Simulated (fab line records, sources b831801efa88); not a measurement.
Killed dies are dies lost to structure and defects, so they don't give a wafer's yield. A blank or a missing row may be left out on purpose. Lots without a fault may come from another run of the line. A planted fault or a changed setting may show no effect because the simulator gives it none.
Chamber matching | flow gf180mcu | GF_V4_CVD_02 on pecvd-02: 3 sister chambers
The step deposits SiO2 from TEOS, target thk 850 nm, time 94.851 s. 3 wafers are shown with their chamber, then 11 later ones without.

WAFERS WITH THEIR CHAMBER
wafer  | chamber | heater_power_w (W)
L088.4 | 0       | 577
L090.4 | 2       | 573
L092.2 | 1       | 571

WAFERS WITHOUT THEIR CHAMBER
wafer  | heater_power_w (W)
L092.4 | 611
L092.6 | 557
L093.2 | 625
L093.5 | 511
L093.6 | 665
L095.1 | 568
L095.2 | 607
L095.3 | 661
L095.4 | 596
L095.5 | 717
L095.6 | 635

WHICH CHAMBER EACH WENT THROUGH
wafer  | from the rows above          | in truth
L092.4 | can't be placed: 0 or 2 or 1 | 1
L092.6 | can't be placed: 1 or 2 or 0 | 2
L093.2 | can't be placed: 0 or 2 or 1 | 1
L093.5 | can't be placed: 1 or 2 or 0 | 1
L093.6 | can't be placed: 0 or 2 or 1 | 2
L095.1 | can't be placed: 1 or 2 or 0 | 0
L095.2 | can't be placed: 0 or 2 or 1 | 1
L095.3 | can't be placed: 0 or 2 or 1 | 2
L095.4 | can't be placed: 0 or 2 or 1 | 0
L095.5 | can't be placed: 0 or 2 or 1 | 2
L095.6 | can't be placed: 0 or 2 or 1 | 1
Placed correctly: 0 of 11. Can't be placed from these rows: 11 (the true chamber is among the candidates in 11). Placed wrongly: 0.
How it was worked out, from the rows above alone: a wafer's distance from a chamber is the root of the sum, over the readings, of the square of ((its reading less the chamber's mean) divided by the reading's scatter). The wafer belongs to the nearest chamber; if the next one is less than 2 further off, it can't be placed. A chamber's mean is the mean of its shown wafers. The scatter: with one shown wafer a chamber, the root of the mean of the squares of how far each hidden wafer lies from its nearest shown one.
